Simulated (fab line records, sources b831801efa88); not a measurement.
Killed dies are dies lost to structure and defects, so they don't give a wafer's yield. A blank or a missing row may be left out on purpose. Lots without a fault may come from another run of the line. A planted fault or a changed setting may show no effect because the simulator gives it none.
fab line records | flow gf180mcu
record lots=5 wafers=15 last_day=34
route steps=602 shown VT_IMPLANT@96 MVSD@136 NWELL@137 LVPWELL@138 MVPSD@139 DUAL_GATE@141
lots that met no fault: from a run of the same line without faults
start_h: hours from the record's first day to the start of the lot's first wafer shown | wait_h: hours since the lot's step before | " the same as in the row above | L1.1+2: a row that stands for several wafers | - no value, or no start given | * or withheld: withheld | < > ~ a bound
route shown NAME@n: a module of which the file shows steps, and the number in the route of the first | usual: mean/standard deviation of fault-free wafers | same: alike in all rows | chamber/n: place in a boat | sites: the reading at each site | _std_site: their standard deviation | _edge_site: outer sites' mean less inner sites' | radius_mm: how far each site lies from the wafer's centre | mask NAME#n: copy n | behind: the tool/chamber that last shaped the wafer | hold: why the lot was held/for how many hours/how that ended | device: the transistor (n, p or np) that didn't switch | end of line: the same wafers' tests at the end of the route | a step without rows: its recipe alone | killed: dies lost to structure and defects at the first sort, not the wafer's yield | map: a wafer's dies, x killed, . not, _ none there
set.NAME: the setting as run; set.NAME@STEP: as run at that earlier step | model.NAME: the simulator's own value behind a step, which no gauge read
lots at some steps of the route; a table a step, a row a wafer
services: from which hour (start_h, from the record's first day; less than 0 if before it) a tool's chamber was out of use, for how many hours, and why
## steps
# step GF_VT_IMPLANT_DEVELOP_06
# recipe develop_time_s=61.27 dev_temp_c=23
# columns lot.wafer tool chamber start_h wait_h
L074.4+5+6 litho_track-01 0 112.98 0.1
L080.2+3+4 litho_track-03 0 147.88 0.1
L083.1+3+4 litho_track-03 0 165.75 0.1
L085.2+3+4 litho_track-01 0 178.18 0.1
L095.2+4+5 litho_track-03 0 239.88 0.1
# step GF_VT_IMPLANT_OVL_MEAS_07
# usual VT_IMPLANT_OVL=-0.2/1.5
# columns lot.wafer tool chamber start_h wait_h VT_IMPLANT_OVL[nm]
L074.4 overlay-01 - 113.07 0.1 -0.3
L074.5 " - " " -1.1
L074.6 " - " " 0.6
L080.2 overlay-02 - 148.01 0.1 1.5
L080.3 " - " " 0.6
L080.4 " - " " 0.7
L083.1 overlay-01 - 165.90 0.1 1.1
L083.3 " - " " 1.0
L083.4 " - " " -1.1
L085.2 overlay-01 - 178.31 0.1 1.0
L085.3 " - " " 2.1
L085.4 " - " " 0.7
L095.2 overlay-02 - 240.01 0.1 -1.3
L095.4 " - " " -1.5
L095.5 " - " " -1.3
# step GF_VT_IMPLANT_IMPLANT_08
# recipe species=BF2 energy_kev=20 dose_cm2=8.29e+12 tilt_deg=7
# columns lot.wafer tool chamber start_h wait_h
L074.4+5+6 implanter-02 0 113.16 0.1
L080.2+3+4 implanter-04 0 148.06 0.0
L083.1+3+4 implanter-04 0 165.94 0.0
L085.2+3+4 implanter-02 0 178.36 0.0
L095.2+4+5 implanter-01 0 240.06 0.0
# step GF_VT_IMPLANT_STRIP_09
# recipe chemistry=O2/N2 power_w=1400 pressure_mtorr=1500 platen_temp_c=250 o2_flow_sccm=3000 n2_flow_sccm=300 overash_fraction=0.5
# usual drypump_motor_current_A=5.6/0.46 heater_power_w=329/20 oes_product_au=0.716/0.0044 strip_time_to_endpoint_s=12.64/0.036
# columns lot.wafer tool chamber start_h wait_h drypump_motor_current_A heater_power_w oes_product_au rf_hours_counter_h strip_time_to_endpoint_s
L074.4 plasma_asher-04 1 113.27 0.1 6.1 352 0.709 - 12.72
L074.5 " 1 " " 6.1 341 0.717 - 12.70
L074.6 " 0 " " 5.4 336 0.711 - 12.74
L080.2 plasma_asher-04 1 148.19 0.1 6.1 342 0.713 52 12.60
L080.3 " 0 " " 5.4 339 0.716 - 12.64
L080.4 " 1 " " 6.1 338 0.716 - 12.59
L083.1 plasma_asher-04 0 166.09 0.1 5.4 340 0.721 54 12.63
L083.3 " 1 " " 6.1 346 0.729 - 12.62
L083.4 " 0 " " 5.4 331 0.718 - 12.62
L085.2 plasma_asher-03 0 178.49 0.1 5.7 317 0.719 5 12.67
L085.3 " 0 " " 5.7 318 0.718 - 12.64
L085.4 " 1 " " 5.6 282 0.713 - 12.68
L095.2 plasma_asher-03 1 240.19 0.1 5.6 283 0.710 10 12.65
L095.4 " 1 " " 5.6 275 0.715 - 12.66
L095.5 " 0 " " 5.7 313 0.717 - 12.68
# step GF_VT_IMPLANT_TW_MEAS_10
# usual VT_IMPLANT_TW=562/4.8
# columns lot.wafer tool chamber start_h wait_h VT_IMPLANT_TW
L074.4 film_metro-03 - 113.37 0.1 566
L074.5 " - " " 568
L074.6 " - " " 565
L080.2 film_metro-02 - 148.30 0.1 557
L080.3 " - " " 562
L080.4 " - " " 562
L083.1 film_metro-03 - 166.19 0.1 560
L083.3 " - " " 562
L083.4 " - " " 562
L085.2 film_metro-02 - 178.60 0.1 559
L085.3 " - " " 557
L085.4 " - " " 560
L095.2 film_metro-03 - 240.30 0.1 564
L095.4 " - " " 559
L095.5 " - " " 560
# step GF_VT_IMPLANT_DEHYDRATE_11
# recipe temp_c=200 time_s=60
# columns lot.wafer tool chamber start_h wait_h
L074.4+5+6 litho_track-03 0 120.38 7.0
L080.2+3+4 litho_track-03 0 155.48 7.2
L083.1+3+4 litho_track-01 0 173.45 7.3
L085.2+3+4 litho_track-01 0 186.18 7.6
L095.2+4+5 litho_track-03 0 249.33 9.0
# step GF_VT_IMPLANT_HMDS_12
# recipe prime_time_s=60 prime_temp_c=120
# columns lot.wafer tool chamber start_h wait_h
L074.4+5+6 litho_track-03 0 120.53 0.1
L080.2+3+4 litho_track-03 0 155.63 0.1
L083.1+3+4 litho_track-01 0 173.60 0.1
L085.2+3+4 litho_track-01 0 186.33 0.1
L095.2+4+5 litho_track-03 0 249.48 0.1
# step GF_VT_IMPLANT_COAT_13
# recipe resist=NOVOLAK spin_rpm=3000 resist_thk_nm=1000
# columns lot.wafer tool chamber start_h wait_h
L074.4+5+6 litho_track-03 0 120.68 0.1
L080.2+3+4 litho_track-03 0 155.78 0.1
L083.1+3+4 litho_track-01 0 173.75 0.1
L085.2+3+4 litho_track-01 0 186.48 0.1
L095.2+4+5 litho_track-03 0 249.63 0.1
# step GF_VT_IMPLANT_SOFTBAKE_14
# recipe temp_c=90 time_s=60 resist=NOVOLAK
# columns lot.wafer tool chamber start_h wait_h
L074.4+5+6 litho_track-03 0 120.83 0.1
L080.2+3+4 litho_track-03 0 155.93 0.1
L083.1+3+4 litho_track-01 0 173.90 0.1
L085.2+3+4 litho_track-01 0 186.63 0.1
L095.2+4+5 litho_track-03 0 249.78 0.1
# step GF_VT_IMPLANT_EXPOSE_15
# recipe mask_id=Nwell_LV_AREA target_cd_nm=860 na=0.6 source_shape=conventional sigma_outer=0.6 dose_mj=138.7
# columns lot.wafer tool chamber start_h wait_h mask
L074.4+5+6 iline_stepper-01 0 - - Nwell_LV_AREA#0
L080.2+3+4 iline_stepper-02 0 - - Nwell_LV_AREA#0
L083.1+3+4 iline_stepper-01 0 - - Nwell_LV_AREA#0
L085.2+3+4 iline_stepper-02 0 - - Nwell_LV_AREA#0
L095.2+4+5 iline_stepper-01 0 - - Nwell_LV_AREA#0
# step GF_VT_IMPLANT_PEB_16
# recipe temp_c=withheld time_s=* resist=NOVOLAK
# columns lot.wafer tool chamber start_h wait_h
L074.4+5+6 litho_track-01 0 - -
L080.2+3+4 litho_track-03 0 - -
L083.1+3+4 litho_track-03 0 - -
L085.2+3+4 litho_track-03 0 - -
L095.2+4+5 litho_track-03 0 - -
# step GF_VT_IMPLANT_DEVELOP_17
# recipe develop_time_s=60 dev_temp_c=23
# columns lot.wafer tool chamber start_h wait_h
L074.4+5+6 litho_track-01 0 127.73 0.1
L080.2+3+4 litho_track-03 0 163.63 0.1
L083.1+3+4 litho_track-03 0 182.00 0.1
L085.2+3+4 litho_track-03 0 194.98 0.1
L095.2+4+5 litho_track-03 0 258.63 0.1
# step GF_VT_IMPLANT_OVL_MEAS_18
# usual VT_IMPLANT_01_OVL=0.2/1.3
# columns lot.wafer tool chamber start_h wait_h VT_IMPLANT_01_OVL[nm]
L074.4 overlay-01 - 127.82 0.1 2.3
L074.5 " - " " 0.2
L074.6 " - " " 0.9
L080.2 overlay-02 - 163.76 0.1 0.0
L080.3 " - " " -2.0
L080.4 " - " " -0.8
L083.1 overlay-02 - 182.15 0.1 0.7
L083.3 " - " " 2.1
L083.4 " - " " 1.0
L085.2 overlay-01 - 195.11 0.1 0.0
L085.3 " - " " -0.6
L085.4 " - " " -0.7
L095.2 overlay-02 - 258.76 0.1 0.6
L095.4 " - " " 1.1
L095.5 " - " " -1.6
# step GF_VT_IMPLANT_IMPLANT_19
# recipe species=As energy_kev=100 dose_cm2=4.35e+12 tilt_deg=7
# columns lot.wafer tool chamber start_h wait_h
L074.4+5+6 implanter-04 0 127.91 0.1
L080.2+3+4 implanter-04 0 163.81 0.0
L083.1+3+4 implanter-04 0 182.19 0.0
L085.2+3+4 implanter-02 0 195.16 0.0
L095.2+4+5 implanter-01 0 258.81 0.0
# step GF_VT_IMPLANT_STRIP_20
# recipe chemistry=O2/N2 power_w=1400 pressure_mtorr=1500 platen_temp_c=250 o2_flow_sccm=3000 n2_flow_sccm=300 overash_fraction=0.5
# usual drypump_motor_current_A=5.6/0.49 heater_power_w=330/18 oes_product_au=0.716/0.0042 strip_time_to_endpoint_s=12.65/0.034
# columns lot.wafer tool chamber start_h wait_h drypump_motor_current_A heater_power_w oes_product_au rf_hours_counter_h strip_time_to_endpoint_s
L074.4 plasma_asher-04 1 128.02 0.1 6.1 337 0.705 - 12.64
L074.5 " 0 " " 5.4 330 0.721 - 12.66
L074.6 " 1 " " 6.1 350 0.720 - 12.65
L080.2 plasma_asher-04 0 163.94 0.1 5.4 337 0.715 53 12.62
L080.3 " 0 " " 5.4 332 0.718 - 12.61
L080.4 " 1 " " 6.1 347 0.719 - 12.65
L083.1 plasma_asher-02 1 182.34 0.1 4.8 328 0.714 51 12.60
L083.3 " 1 " " 4.8 320 0.716 - 12.65
L083.4 " 0 " " 6.0 338 0.715 - 12.64
L085.2 plasma_asher-02 0 195.29 0.1 6.0 338 0.719 53 12.69
L085.3 " 0 " " 6.0 340 0.714 - 12.70
L085.4 " 1 " " 4.8 327 0.714 - 12.66
L095.2 plasma_asher-02 1 258.94 0.1 4.8 329 0.711 60 12.63
L095.4 " 1 " " 4.8 331 0.718 - 12.70
L095.5 " 1 " " 4.8 332 0.719 - 12.69
# step GF_VT_IMPLANT_TW_MEAS_21
# usual VT_IMPLANT_2_TW=1210/11
# columns lot.wafer tool chamber start_h wait_h VT_IMPLANT_2_TW
L074.4 film_metro-02 - 128.12 0.1 1212
L074.5 " - " " 1208
L074.6 " - " " 1212
L080.2 film_metro-04 - 164.05 0.1 1221
L080.3 " - " " 1223
L080.4 " - " " 1230
L083.1 film_metro-04 - 182.44 0.1 1221
L083.3 " - " " 1219
L083.4 " - " " 1225
L085.2 film_metro-02 - 195.40 0.1 1177
L085.3 " - " " 1191
L085.4 " - " " 1191
L095.2 film_metro-02 - 259.05 0.1 1196
L095.4 " - " " 1203
L095.5 " - " " 1199
# step GF_VT_IMPLANT_DEHYDRATE_22
# recipe temp_c=200 time_s=60
# columns lot.wafer tool chamber start_h wait_h
L074.4+5+6 litho_track-03 0 134.83 6.7
L080.2+3+4 litho_track-02 0 171.49 7.4
L083.1+3+4 litho_track-01 0 190.65 8.2
L085.2+3+4 litho_track-01 0 203.48 8.1
L095.2+4+5 litho_track-01 0 268.43 9.4
# step GF_VT_IMPLANT_HMDS_23
# recipe prime_time_s=60 prime_temp_c=120
# columns lot.wafer tool chamber start_h wait_h
L074.4+5+6 litho_track-03 0 134.98 0.1
L080.2+3+4 litho_track-02 0 171.64 0.1
L083.1+3+4 litho_track-01 0 190.80 0.1
L085.2+3+4 litho_track-01 0 203.63 0.1
L095.2+4+5 litho_track-01 0 268.58 0.1
# step GF_VT_IMPLANT_COAT_24
# recipe resist=NOVOLAK spin_rpm=3000 resist_thk_nm=1000
# columns lot.wafer tool chamber start_h wait_h
L074.4+5+6 litho_track-03 0 135.13 0.1
L080.2+3+4 litho_track-02 0 171.79 0.1
L083.1+3+4 litho_track-01 0 190.95 0.1
L085.2+3+4 litho_track-01 0 203.78 0.1
L095.2+4+5 litho_track-01 0 268.73 0.1
# step GF_VT_IMPLANT_SOFTBAKE_25
# recipe temp_c=90 time_s=60 resist=NOVOLAK
# columns lot.wafer tool chamber start_h wait_h
L074.4+5+6 litho_track-03 0 135.28 0.1
L080.2+3+4 litho_track-02 0 171.94 0.1
L083.1+3+4 litho_track-01 0 191.10 0.1
L085.2+3+4 litho_track-01 0 203.93 0.1
L095.2+4+5 litho_track-01 0 268.88 0.1
# step GF_VT_IMPLANT_EXPOSE_26
# recipe mask_id=LVPWELL_HV_AREA target_cd_nm=860 na=0.6 source_shape=conventional sigma_outer=0.6 dose_mj=140
# columns lot.wafer tool chamber start_h wait_h mask
L074.4+5+6 iline_stepper-01 0 - - LVPWELL_HV_AREA#0
L080.2+3+4 iline_stepper-02 0 - - LVPWELL_HV_AREA#0
L083.1+3+4 iline_stepper-02 0 - - LVPWELL_HV_AREA#0
L085.2+3+4 iline_stepper-02 0 - - LVPWELL_HV_AREA#0
L095.2+4+5 iline_stepper-02 0 - - LVPWELL_HV_AREA#0
# step GF_VT_IMPLANT_PEB_27
# recipe temp_c=withheld time_s=* resist=NOVOLAK
# columns lot.wafer tool chamber start_h wait_h
L074.4+5+6 litho_track-03 0 - -
L080.2+3+4 litho_track-03 0 - -
L083.1+3+4 litho_track-02 0 - -
L085.2+3+4 litho_track-02 0 - -
L095.2+4+5 litho_track-01 0 - -
# step GF_VT_IMPLANT_DEVELOP_28
# recipe develop_time_s=60 dev_temp_c=23
# columns lot.wafer tool chamber start_h wait_h
L074.4+5+6 litho_track-03 0 142.73 0.1
L080.2+3+4 litho_track-03 0 179.78 0.1
L083.1+3+4 litho_track-02 0 198.92 0.1
L085.2+3+4 litho_track-02 0 212.54 0.1
L095.2+4+5 litho_track-01 0 278.63 0.1
# step GF_VT_IMPLANT_OVL_MEAS_29
# usual VT_IMPLANT_02_OVL=-0.6/1.1
# columns lot.wafer tool chamber start_h wait_h VT_IMPLANT_02_OVL[nm]
L074.4 overlay-01 - 142.82 0.1 0.5
L074.5 " - " " -1.0
L074.6 " - " " -2.4
L080.2 overlay-01 - 179.91 0.1 -1.2
L080.3 " - " " -0.4
L080.4 " - " " -1.3
L083.1 overlay-01 - 199.07 0.1 -0.9
L083.3 " - " " -1.3
L083.4 " - " " 0.7
L085.2 overlay-02 - 212.67 0.1 0.0
L085.3 " - " " -1.1
L085.4 " - " " -0.2
L095.2 overlay-02 - 278.76 0.1 -2.5
L095.4 " - " " 0.4
L095.5 " - " " -2.1
# step GF_VT_IMPLANT_IMPLANT_30
# recipe species=B energy_kev=25 dose_cm2=2.534e+12 tilt_deg=7
# columns lot.wafer tool chamber start_h wait_h
L074.4+5+6 implanter-02 0 142.91 0.1
L080.2+3+4 implanter-04 0 179.96 0.0
L083.1+3+4 implanter-02 0 199.10 0.0
L085.2+3+4 implanter-01 0 212.73 0.0
L095.2+4+5 implanter-04 0 278.81 0.0
# step GF_VT_IMPLANT_STRIP_31
# recipe chemistry=O2/N2 power_w=1400 pressure_mtorr=1500 platen_temp_c=250 o2_flow_sccm=3000 n2_flow_sccm=300 overash_fraction=0.5
# usual drypump_motor_current_A=5.6/0.46 heater_power_w=328/20 oes_product_au=0.716/0.0043 strip_time_to_endpoint_s=12.65/0.033
# columns lot.wafer tool chamber start_h wait_h drypump_motor_current_A heater_power_w oes_product_au rf_hours_counter_h strip_time_to_endpoint_s
L074.4 plasma_asher-04 0 143.02 0.1 5.4 322 0.715 - 12.67
L074.5 " 1 " " 6.1 345 0.719 - 12.67
L074.6 " 0 " " 5.4 332 0.705 - 12.63
L080.2 plasma_asher-03 0 180.09 0.1 5.7 307 0.719 5 12.61
L080.3 " 0 " " 5.7 314 0.722 - 12.62
L080.4 " 1 " " 5.6 288 0.719 - 12.61
L083.1 plasma_asher-02 0 199.25 0.1 6.0 340 0.714 53 12.68
L083.3 " 1 " " 4.8 323 0.719 - 12.65
L083.4 " 0 " " 6.0 347 0.715 - 12.67
L085.2 plasma_asher-04 0 212.85 0.1 5.4 329 0.723 59 12.69
L085.3 " 1 " " 6.2 347 0.712 - 12.71
L085.4 " 0 " " 5.4 334 0.717 - 12.70
L095.2 plasma_asher-03 0 278.94 0.1 5.6 322 0.711 14 12.72
L095.4 " 1 " " 5.6 277 0.714 - 12.69
L095.5 " 1 " " 5.6 283 0.714 - 12.68
# step GF_VT_IMPLANT_TW_MEAS_32
# usual VT_IMPLANT_3_TW=268.3/1.9
# columns lot.wafer tool chamber start_h wait_h VT_IMPLANT_3_TW
L074.4 film_metro-03 - 143.12 0.1 268.7
L074.5 " - " " 269.0
L074.6 " - " " 268.3
L080.2 film_metro-03 - 180.20 0.1 268.1
L080.3 " - " " 267.1
L080.4 " - " " 267.9
L083.1 film_metro-03 - 199.35 0.1 267.1
L083.3 " - " " 266.1
L083.4 " - " " 266.8
L085.2 film_metro-04 - 212.96 0.1 269.3
L085.3 " - " " 268.5
L085.4 " - " " 268.0
L095.2 film_metro-04 - 279.05 0.1 268.6
L095.4 " - " " 268.7
L095.5 " - " " 269.6
# step GF_VT_IMPLANT_DEHYDRATE_33
# recipe temp_c=200 time_s=60
# columns lot.wafer tool chamber start_h wait_h
L074.4+5+6 litho_track-01 0 150.18 7.1
L080.2+3+4 litho_track-02 0 187.64 7.4
L083.1+3+4 litho_track-02 0 207.37 8.0
L085.2+3+4 litho_track-02 0 221.44 8.5
L095.2+4+5 litho_track-01 0 288.28 9.2
# step GF_VT_IMPLANT_HMDS_34
# recipe prime_time_s=60 prime_temp_c=120
# columns lot.wafer tool chamber start_h wait_h
L074.4+5+6 litho_track-01 0 150.33 0.1
L080.2+3+4 litho_track-02 0 187.79 0.1
L083.1+3+4 litho_track-02 0 207.52 0.1
L085.2+3+4 litho_track-02 0 221.59 0.1
L095.2+4+5 litho_track-01 0 288.43 0.1
# step GF_VT_IMPLANT_COAT_35
# recipe resist=NOVOLAK spin_rpm=3000 resist_thk_nm=1000
# columns lot.wafer tool chamber start_h wait_h
L074.4+5+6 litho_track-01 0 150.48 0.1
L080.2+3+4 litho_track-02 0 187.94 0.1
L083.1+3+4 litho_track-02 0 207.67 0.1
L085.2+3+4 litho_track-02 0 221.74 0.1
L095.2+4+5 litho_track-01 0 288.58 0.1
# step GF_VT_IMPLANT_SOFTBAKE_36
# recipe temp_c=90 time_s=60 resist=NOVOLAK
# columns lot.wafer tool chamber start_h wait_h
L074.4+5+6 litho_track-01 0 150.63 0.1
L080.2+3+4 litho_track-02 0 188.09 0.1
L083.1+3+4 litho_track-02 0 207.82 0.1
L085.2+3+4 litho_track-02 0 221.89 0.1
L095.2+4+5 litho_track-01 0 288.73 0.1
# step GF_VT_IMPLANT_EXPOSE_37
# recipe mask_id=Nwell_HV_AREA target_cd_nm=860 na=0.6 source_shape=conventional sigma_outer=0.6 dose_mj=140
# columns lot.wafer tool chamber start_h wait_h mask
L074.4+5+6 iline_stepper-02 0 - - Nwell_HV_AREA#0
L080.2+3+4 iline_stepper-01 0 - - Nwell_HV_AREA#0
L083.1+3+4 iline_stepper-01 0 - - Nwell_HV_AREA#0
L085.2+3+4 iline_stepper-02 0 - - Nwell_HV_AREA#0
L095.2+4+5 iline_stepper-01 0 - - Nwell_HV_AREA#0
# step GF_VT_IMPLANT_PEB_38
# recipe temp_c=withheld time_s=* resist=NOVOLAK
# columns lot.wafer tool chamber start_h wait_h
L074.4+5+6 litho_track-03 0 - -
L080.2+3+4 litho_track-01 0 - -
L083.1+3+4 litho_track-03 0 - -
L085.2+3+4 litho_track-03 0 - -
L095.2+4+5 litho_track-03 0 - -
# step GF_VT_IMPLANT_DEVELOP_39
# recipe develop_time_s=60 dev_temp_c=23
# columns lot.wafer tool chamber start_h wait_h
L074.4+5+6 litho_track-03 0 158.48 0.1
L080.2+3+4 litho_track-01 0 196.88 0.1
L083.1+3+4 litho_track-03 0 216.00 0.1
L085.2+3+4 litho_track-03 0 231.28 0.1
L095.2+4+5 litho_track-03 0 300.52 0.1
# step GF_VT_IMPLANT_OVL_MEAS_40
# usual VT_IMPLANT_03_OVL=0.3/1.4
# columns lot.wafer tool chamber start_h wait_h VT_IMPLANT_03_OVL[nm]
L074.4 overlay-01 - 158.57 0.1 1.0
L074.5 " - " " 0.3
L074.6 " - " " 0.1
L080.2 overlay-01 - 197.01 0.1 1.1
L080.3 " - " " 0.3
L080.4 " - " " 1.6
L083.1 overlay-02 - 216.15 0.1 -1.2
L083.3 " - " " -1.8
L083.4 " - " " -2.3
L085.2 overlay-02 - 231.41 0.1 1.8
L085.3 " - " " -1.6
L085.4 " - " " 0.3
L095.2 overlay-02 - 300.66 0.1 -1.2
L095.4 " - " " -2.1
L095.5 " - " " -1.2
# step GF_VT_IMPLANT_IMPLANT_41
# recipe species=As energy_kev=70 dose_cm2=1.013e+12 tilt_deg=7
# columns lot.wafer tool chamber start_h wait_h
L074.4+5+6 implanter-02 0 158.66 0.1
L080.2+3+4 implanter-02 0 197.06 0.0
L083.1+3+4 implanter-02 0 216.19 0.0
L085.2+3+4 implanter-02 0 231.46 0.0
L095.2+4+5 implanter-01 0 300.71 0.0
# step GF_VT_IMPLANT_STRIP_42
# recipe chemistry=O2/N2 power_w=1400 pressure_mtorr=1500 platen_temp_c=250 o2_flow_sccm=3000 n2_flow_sccm=300 overash_fraction=0.5
# usual drypump_motor_current_A=5.6/0.44 heater_power_w=321/23 oes_product_au=0.715/0.0044 strip_time_to_endpoint_s=12.64/0.032
# columns lot.wafer tool chamber start_h wait_h drypump_motor_current_A heater_power_w oes_product_au rf_hours_counter_h strip_time_to_endpoint_s
L074.4 plasma_asher-03 1 158.77 0.1 5.6 283 0.719 - 12.71
L074.5 " 0 " " 5.7 320 0.711 - 12.68
L074.6 " 1 " " 5.6 278 0.717 - 12.70
L080.2 plasma_asher-04 0 197.19 0.1 5.4 332 0.716 57 12.63
L080.3 " 1 " " 6.1 340 0.717 - 12.61
L080.4 " 0 " " 5.4 332 0.725 - 12.61
L083.1 plasma_asher-02 1 216.34 0.1 4.8 324 0.715 55 12.66
L083.3 " 1 " " 4.8 328 0.708 - 12.62
L083.4 " 0 " " 6.0 347 0.720 - 12.67
L085.2 plasma_asher-02 0 231.59 0.1 6.0 338 0.719 57 12.63
L085.3 " 0 " " 6.0 341 0.710 - 12.61
L085.4 " 1 " " 4.8 324 0.714 - 12.59
L095.2 plasma_asher-02 0 300.84 0.1 6.0 345 0.712 64 12.63
L095.4 " 0 " " 6.0 352 0.718 - 12.59
L095.5 " 1 " " 4.8 326 0.726 - 12.63
# step GF_VT_IMPLANT_TW_MEAS_43
# usual VT_IMPLANT_4_TW=689/5.2
# columns lot.wafer tool chamber start_h wait_h VT_IMPLANT_4_TW
L074.4 film_metro-04 - 158.87 0.1 698
L074.5 " - " " 704
L074.6 " - " " 699
L080.2 film_metro-03 - 197.30 0.1 688
L080.3 " - " " 689
L080.4 " - " " 685
L083.1 film_metro-02 - 216.44 0.1 685
L083.3 " - " " 683
L083.4 " - " " 680
L085.2 film_metro-04 - 231.70 0.1 695
L085.3 " - " " 700
L085.4 " - " " 697
L095.2 film_metro-03 - 300.95 0.1 688
L095.4 " - " " 690
L095.5 " - " " 692
# step GF_VT_IMPLANT_CLEAN_44
# recipe chemistry=SC1/SC2 mix=1:4:20 temp_c=70 time_s=150 dry=n2_spin
# columns lot.wafer tool chamber start_h wait_h
L074.4+5+6 wet_bench-01 2 158.90 0.0
L080.2+3+4 wet_bench-03 3 197.35 0.0
L083.1+3+4 wet_bench-02 1 216.50 0.1
L085.2+3+4 wet_bench-03 2 231.75 0.0
L095.2+4+5 wet_bench-03 2 301.00 0.0
# step GF_VT_IMPLANT_RTA_45
# recipe temp_c=1050 time_s=30 ambient=N2
# usual lamp_power_pct=37.1/0.59 wafer_temp_C_max=1055.0/0.94
# columns lot.wafer tool chamber start_h wait_h lamp_power_pct wafer_temp_C_max
L074.4 rtp_anneal-02 0 159.00 0.1 36.3 1054.2
L074.5 " 0 " " 36.3 1056.4
L074.6 " 0 " " 36.3 1055.1
L080.2 rtp_anneal-01 0 197.42 0.0 37.6 1054.3
L080.3 " 0 " " 37.5 1053.7
L080.4 " 0 " " 37.5 1054.4
L083.1 rtp_anneal-02 0 216.55 0.0 36.3 1055.6
L083.3 " 0 " " 36.3 1054.9
L083.4 " 0 " " 36.3 1056.4
L085.2 rtp_anneal-01 0 231.86 0.0 37.6 1055.4
L085.3 " 0 " " 37.5 1053.8
L085.4 " 0 " " 37.5 1056.0
L095.2 rtp_anneal-01 0 301.07 0.0 37.5 1053.4
L095.4 " 0 " " 37.6 1053.6
L095.5 " 0 " " 37.5 1055.6
# step GF_VT_IMPLANT_RS_MEAS_46
# recipe thk_meas_gauge=four-point-probe
# usual MVSD_RS=445.3/1.3
# columns lot.wafer tool chamber start_h wait_h MVSD_RS[ohm/sq]
L074.4 film_metro-04 - 159.11 0.1 445.2
L074.5 " - " " 447.1
L074.6 " - " " 444.5
L080.2 film_metro-02 - 197.52 0.1 445.1
L080.3 " - " " 443.7
L080.4 " - " " 444.6
L083.1 film_metro-02 - 216.65 0.1 443.3
L083.3 " - " " 444.6
L083.4 " - " " 444.3
L085.2 film_metro-04 - 231.97 0.1 447.2
L085.3 " - " " 446.3
L085.4 " - " " 447.2
L095.2 film_metro-04 - 301.17 0.1 444.2
L095.4 " - " " 443.4
L095.5 " - " " 445.8
# step GF_VT_IMPLANT_RS_MEAS_47
# recipe thk_meas_gauge=four-point-probe
# usual NWELL_RS=486.6/1.4
# columns lot.wafer tool chamber start_h wait_h NWELL_RS[ohm/sq]
L074.4 film_metro-04 - 159.23 0.1 486.5
L074.5 " - " " 487.7
L074.6 " - " " 487.3
L080.2 film_metro-02 - 197.64 0.1 486.8
L080.3 " - " " 484.5
L080.4 " - " " 486.8
L083.1 film_metro-02 - 216.77 0.1 486.1
L083.3 " - " " 486.2
L083.4 " - " " 487.0
L085.2 film_metro-04 - 232.09 0.1 485.9
L085.3 " - " " 485.9
L085.4 " - " " 483.8
L095.2 film_metro-04 - 301.29 0.1 489.0
L095.4 " - " " 488.9
L095.5 " - " " 489.0
# step GF_VT_IMPLANT_RS_MEAS_48
# recipe thk_meas_gauge=four-point-probe
# usual LVPWELL_RS=1194/3.4
# columns lot.wafer tool chamber start_h wait_h LVPWELL_RS[ohm/sq]
L074.4 film_metro-04 - 159.35 0.1 1197
L074.5 " - " " 1194
L074.6 " - " " 1199
L080.2 film_metro-02 - 197.76 0.1 1189
L080.3 " - " " 1189
L080.4 " - " " 1190
L083.1 film_metro-02 - 216.89 0.1 1192
L083.3 " - " " 1190
L083.4 " - " " 1190
L085.2 film_metro-04 - 232.21 0.1 1196
L085.3 " - " " 1197
L085.4 " - " " 1196
L095.2 film_metro-04 - 301.41 0.1 1195
L095.4 " - " " 1198
L095.5 " - " " 1197
# step GF_VT_IMPLANT_RS_MEAS_49
# recipe thk_meas_gauge=four-point-probe
# usual MVPSD_RS=1166/3.2
# columns lot.wafer tool chamber start_h wait_h MVPSD_RS[ohm/sq]
L074.4 film_metro-04 - 159.47 0.1 1168
L074.5 " - " " 1168
L074.6 " - " " 1165
L080.2 film_metro-02 - 197.88 0.1 1163
L080.3 " - " " 1167
L080.4 " - " " 1164
L083.1 film_metro-02 - 217.01 0.1 1163
L083.3 " - " " 1164
L083.4 " - " " 1162
L085.2 film_metro-04 - 232.33 0.1 1167
L085.3 " - " " 1170
L085.4 " - " " 1168
L095.2 film_metro-04 - 301.53 0.1 1169
L095.4 " - " " 1167
L095.5 " - " " 1169
# step GF_VT_IMPLANT_WET_ETCH_50
# recipe chemistry=dHF target_depth_nm=20 target=SiO2 temp_c=25.8 dilution=100:1 time_s=400
# columns lot.wafer tool chamber start_h wait_h
L074.4+5+6 wet_bench-01 3 159.53 0.0
L080.2+3+4 wet_bench-03 0 197.98 0.1
L083.1+3+4 wet_bench-03 1 217.13 0.1
L085.2+3+4 wet_bench-03 0 232.43 0.1
L095.2+4+5 wet_bench-02 3 301.63 0.1
# step GF_DUAL_GATE_CLEAN_00
# recipe chemistry=SC1/SC2 mix=1:4:20 temp_c=70 time_s=150
# columns lot.wafer tool chamber start_h wait_h
L074.4+5+6 wet_bench-03 2 159.65 0.0
L080.2+3+4 wet_bench-03 3 198.10 0.0
L083.1+3+4 wet_bench-02 0 217.25 0.0
L085.2+3+4 wet_bench-02 0 232.67 0.0
L095.2+4+5 wet_bench-01 2 301.75 0.0
# step GF_DUAL_GATE_CLEAN_01
# recipe chemistry=dHF time_s=20 dilution=100:1 dry=ipa_marangoni
# columns lot.wafer tool chamber start_h wait_h
L074.4+5+6 wet_bench-02 0 159.71 0.0
L080.2+3+4 wet_bench-03 1 198.15 0.0
L083.1+3+4 wet_bench-03 0 217.30 0.0
L085.2+3+4 wet_bench-03 2 232.72 0.0
L095.2+4+5 wet_bench-03 0 301.80 0.0
## services
# columns tool chamber start_h hours kind
implanter-02 - 91.46 1.7 repair
plasma_asher-03 - 108.75 9.0 pm
plasma_asher-03 0 108.75 9.0 vent_cycle
plasma_asher-03 1 108.75 9.0 vent_cycle
rtp_anneal-02 - 115.72 4.6 pm
plasma_asher-03 0 117.75 - clean
plasma_asher-03 1 117.75 - clean
iline_stepper-02 - 133.74 1.7 pm
plasma_asher-03 - 136.71 14.6 pm
iline_stepper-02 - 137.56 6.8 repair
implanter-02 - 174.84 3.3 pm
plasma_asher-03 - 192.44 9.9 repair
implanter-01 - 207.03 3.4 repair
implanter-01 - 207.11 0.9 repair
implanter-01 - 209.00 0.8 repair
implanter-01 - 213.06 2.7 repair
plasma_asher-03 - 213.37 2.8 pm
implanter-01 - 227.07 5.7 pm
plasma_asher-04 - 238.14 20.3 repair
implanter-04 - 248.43 5.0 pm
iline_stepper-02 0 258.18 - calibration
iline_stepper-01 - 258.67 2.2 repair
iline_stepper-01 0 259.84 - calibration
plasma_asher-03 - 287.45 3.0 repair
## key
fault none
